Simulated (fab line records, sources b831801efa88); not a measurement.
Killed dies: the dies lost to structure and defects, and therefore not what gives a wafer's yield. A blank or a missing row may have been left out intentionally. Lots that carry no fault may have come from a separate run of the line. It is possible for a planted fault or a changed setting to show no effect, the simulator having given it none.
Which tool was responsible? -- flow gf180mcu -- 12 lots, 36 wafers sampled, at 5 steps of a route of 602

## WHAT THE GAUGES SHOWED, per wafer
GF_M3_RS_MEAS_05: a four-point-probe measurement. Usual: M3_ALCU_RS gives 0.0696 ohm/sq (standard deviation 0.00086).
lot,measured,on,M3_ALCU_RS (ohm/sq),flag
L114,day 20 08:26,filmMetro-04,0.0703 0.0703 0.0702,
L116,day 21 15:39,filmMetro-04,0.0684 0.0696 0.0689,
L120,day 22 20:43,filmMetro-02,0.0706 0.0692 0.0693,
L123,day 23 23:07,filmMetro-04,0.0685 0.0702 0.0704,
L124,day 24 10:35,filmMetro-02,0.0701 0.0692 0.0690,
L126,day 24 21:57,filmMetro-04,0.0686 0.0686 0.0682,
L128,day 25 13:11,filmMetro-02,0.0676 0.0681 0.0676,
L132,day 27 00:49,filmMetro-04,0.0700 0.0706 0.0699,
L133,day 27 11:21,filmMetro-03,0.0704 0.0701 0.0709,
L135,day 27 15:10,filmMetro-04,0.0699 0.0706 0.0710,
L136,day 28 04:59,filmMetro-02,0.0705 0.0703 0.0705,
L137,day 28 13:12,filmMetro-03,0.0690 0.0685 0.0696,

GF_M3_CD_MEAS_14: the cd target is 280 nm. Usual: cdNm 280.1 nm, standard deviation 1.3.
lot,measured,on,cdNm (nm),flag
L114,day 21 08:08,cdSem-02,281.8 282.1 281.3,
L116,day 22 15:01,cdSem-02,280.5 279.9 279.4,
L120,day 23 18:53,cdSem-01,281.2 281.5 281.4,
L123,day 24 21:29,cdSem-02,284.8 284.8 284.9,OFF
L124,day 25 08:16,cdSem-02,286.0 285.6 285.2,OFF
L126,day 25 19:25,cdSem-02,281.5 280.1 280.6,
L128,day 26 10:05,cdSem-02,279.7 279.7 279.9,
L132,day 27 20:36,cdSem-02,279.4 279.9 280.1,
L133,day 28 06:52,cdSem-02,281.4 281.4 281.2,
L135,day 28 11:14,cdSem-02,279.2 280.3 280.2,
L136,day 29 01:02,cdSem-02,279.6 281.6 279.2,
L137,day 29 08:41,cdSem-01,277.9 277.4 277.1,

GF_V3_BOW_MEAS_05. Usual: V3_BOW gives 119 um (standard deviation 8.1).
lot,measured,on,V3_BOW (um),flag
L114,day 21 09:34,filmMetro-01,131 128 138,
L116,day 22 16:25,filmMetro-02,129 132 127,
L120,day 23 20:21,filmMetro-02,119 116 118,
L123,day 24 22:58,filmMetro-02,116 105 115,
L124,day 25 09:38,filmMetro-01,131 119 126,
L126,day 25 20:47,filmMetro-02,121 117 119,
L128,day 26 11:31,filmMetro-01,126 126 110,
L132,day 27 22:00,filmMetro-03,121 118 117,
L133,day 28 08:16,filmMetro-02,108 105 116,
L135,day 28 12:35,filmMetro-01,114 127 122,
L136,day 29 02:27,filmMetro-02,118 117 113,
L137,day 29 10:04,filmMetro-02,113 125 103,

## TOOL THAT RAN EACH LOT (tool first, then ch and the chambers of the sampled wafers, then the start)
lot,GF_V2_ETCH_16,GF_M3_SOFTBAKE_10
L114,"rieDiel-03 ch 0,1, day 20 06:43","lithoTrack-03 ch 0, day 20 20:02"
L116,"rieDiel-04 ch 0,1, day 21 14:04","lithoTrack-04 ch 0, day 22 03:16"
L120,"rieDiel-04 ch 0,1,3, day 22 19:07","lithoTrack-04 ch 0, day 23 08:08"
L123,"rieDiel-01 ch 2,3, day 23 21:32","lithoTrack-04 ch 0, day 24 10:32"
L124,"rieDiel-01 ch 0,1,2, day 24 08:59","lithoTrack-04 ch 0, day 24 21:13"
L126,"rieDiel-01 ch 0,1,2, day 24 20:23","lithoTrack-03 ch 0, day 25 08:49"
L128,"rieDiel-04 ch 2,3, day 25 11:33","lithoTrack-02 ch 0, day 25 23:00"
L132,"rieDiel-04 ch 0,2, day 26 22:43","lithoTrack-03 ch 0, day 27 11:07"
L133,"rieDiel-03 ch 1,2,3, day 27 09:44","lithoTrack-02 ch 0, day 27 20:43"
L135,"rieDiel-01 ch 0,2,3, day 27 13:31","lithoTrack-02 ch 0, day 28 01:18"
L136,"rieDiel-01 ch 1,2,3, day 28 03:21","lithoTrack-03 ch 0, day 28 14:29"
L137,"rieDiel-01 ch 0,3, day 28 11:35","lithoTrack-04 ch 0, day 28 22:56"
- GF_V2_ETCH_16: etches BARC in N2/H2.
- GF_M3_SOFTBAKE_10: time 60 s.

## AS READ BY THE TOOLS THEMSELVES (means over the sampled wafers that have a number; for cases with no such wafer, the mark the record gives instead)
GF_V2_ETCH_16. Usual: drypumpMotorCurrentA 5.7 A, standard deviation 0.54; oesProductAu 0.855 a.u., standard deviation 0.0053; throttleValvePct 13.224 %, standard deviation 0.0095.
lot,tool,drypumpMotorCurrentA (A),oesProductAu (a.u.),throttleValvePct (%),flag
L114,rieDiel-03,5.9,0.854,13.228,
L116,rieDiel-04,5.8,0.857,13.231,
L120,rieDiel-04,5.9,0.857,13.226,
L123,rieDiel-01,5.5,0.859,13.230,
L124,rieDiel-01,5.2,0.856,13.223,
L126,rieDiel-01,5.2,0.850,13.222,
L128,rieDiel-04,6.2,0.849,13.217,
L132,rieDiel-04,6.0,0.857,13.216,
L133,rieDiel-03,6.3,0.852,13.223,
L135,rieDiel-01,5.5,0.855,13.235,
L136,rieDiel-01,5.5,0.851,13.226,
L137,rieDiel-01,5.5,0.853,13.225,

GF_M3_SOFTBAKE_10. Usual: heaterPowerTotalW 93.04 W, standard deviation 0.061; plateTempC 129.97 C, standard deviation 0.14.
lot,tool,heaterPowerTotalW (W),plateTempC (C),flag
L114,lithoTrack-03,93.06,129.76,
L116,lithoTrack-04,93.07,129.95,
L120,lithoTrack-04,93.03,129.93,
L123,lithoTrack-04,91.58,128.61,OFF
L124,lithoTrack-04,91.62,128.36,OFF
L126,lithoTrack-03,93.01,129.90,
L128,lithoTrack-02,93.11,130.02,
L132,lithoTrack-03,93.04,130.17,
L133,lithoTrack-02,92.99,130.11,
L135,lithoTrack-02,93.03,130.13,
L136,lithoTrack-03,93.02,129.89,
L137,lithoTrack-04,93.00,129.86,

## THE ANSWER, worked out from the rows above alone
Rule: take the mean of a lot's wafers that have a number; if it is more than 3 standard deviations from the usual mean, the lot is off. A lot without any number at a reading at which 4 lots or more have one is off too. Where the step has rows for the other lots, those lots are counted as sound. Order of review: gauges by route order, followed by the tools' own readings, for which a lot's mean as printed above is used. At the first step where some lot is off, the reading lying furthest off is the one used; lots without a number count as furthest.
Off at GF_M3_CD_MEAS_14 (cdNm): L123, L124.
A tool fits if, at a process step before that reading, it ran every lot that is off, and no sound lot after the first of them. Not tried: the gauges at GF_M3_CD_MEAS_14; whatever is off there is also off at GF_M3_SOFTBAKE_10, on other tools, and gauge error can't account for it. None of those tried fits.

## WHAT WAS PUT IN BY THE SIMULATOR
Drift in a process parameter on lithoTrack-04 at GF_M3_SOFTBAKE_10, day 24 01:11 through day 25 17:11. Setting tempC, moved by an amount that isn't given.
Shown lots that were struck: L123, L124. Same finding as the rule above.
